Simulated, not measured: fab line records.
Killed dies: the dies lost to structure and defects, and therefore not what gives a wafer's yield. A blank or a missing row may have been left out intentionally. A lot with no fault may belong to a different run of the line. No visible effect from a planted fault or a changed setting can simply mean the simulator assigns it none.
Matching of chambers / flow sky130 / rie-diel-04 running SKY_VIA3_ETCH_15: 4 sister chambers
The step etches SiO2 in C4F8/O2/Ar, stops on TiN, target depth 507 nm, time 78 s. 8 wafers are shown with their chamber, then 8 later ones without.

EACH WAFER AND ITS CHAMBER
wafer=L074.3; chamber=2; oes-product-au (a.u.)=0.955
wafer=L076.3; chamber=2; oes-product-au (a.u.)=0.947
wafer=L076.4; chamber=3; oes-product-au (a.u.)=0.942
wafer=L087.3; chamber=0; oes-product-au (a.u.)=0.946
wafer=L087.5; chamber=3; oes-product-au (a.u.)=0.948
wafer=L089.5; chamber=0; oes-product-au (a.u.)=0.954
wafer=L089.6; chamber=1; oes-product-au (a.u.)=0.944
wafer=L093.3; chamber=1; oes-product-au (a.u.)=0.943

WAFERS WITH NO CHAMBER GIVEN
wafer=L093.4; oes-product-au (a.u.)=0.940
wafer=L093.5; oes-product-au (a.u.)=0.947
wafer=L094.1; oes-product-au (a.u.)=0.944
wafer=L094.2; oes-product-au (a.u.)=0.945
wafer=L094.6; oes-product-au (a.u.)=0.946
wafer=L095.1; oes-product-au (a.u.)=0.946
wafer=L095.2; oes-product-au (a.u.)=0.951
wafer=L095.4; oes-product-au (a.u.)=0.948

WHICH CHAMBER EACH WENT THROUGH
wafer=L093.4; from the rows above=can't be placed: 1 or 3 or 0 or 2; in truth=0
wafer=L093.5; from the rows above=can't be placed: 3 or 0 or 1 or 2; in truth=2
wafer=L094.1; from the rows above=can't be placed: 1 or 3 or 0 or 2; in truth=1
wafer=L094.2; from the rows above=can't be placed: 3 or 1 or 0 or 2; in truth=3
wafer=L094.6; from the rows above=can't be placed: 3 or 1 or 0 or 2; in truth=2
wafer=L095.1; from the rows above=can't be placed: 3 or 1 or 0 or 2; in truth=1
wafer=L095.2; from the rows above=can't be placed: 2 or 0 or 3 or 1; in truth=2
wafer=L095.4; from the rows above=can't be placed: 0 or 2 or 3 or 1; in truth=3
0 of 8 placed correctly. Unplaceable from these rows: 8, with the true chamber sitting among the candidates in 8. Wrongly placed: 0.
How it was worked out, from the rows above alone: a wafer's distance from a chamber is the root of the sum, over the readings, of the square of ((its reading less the chamber's mean) divided by the reading's scatter). If the next closest chamber is less than 2 further off than the closest, the wafer can't be placed; otherwise it belongs to the closest. A chamber's mean is the mean of its shown wafers. The scatter is the square root of a quotient: the sum, over the shown wafers, of each reading's squared deviation from its chamber's mean, divided by wafers minus chambers.
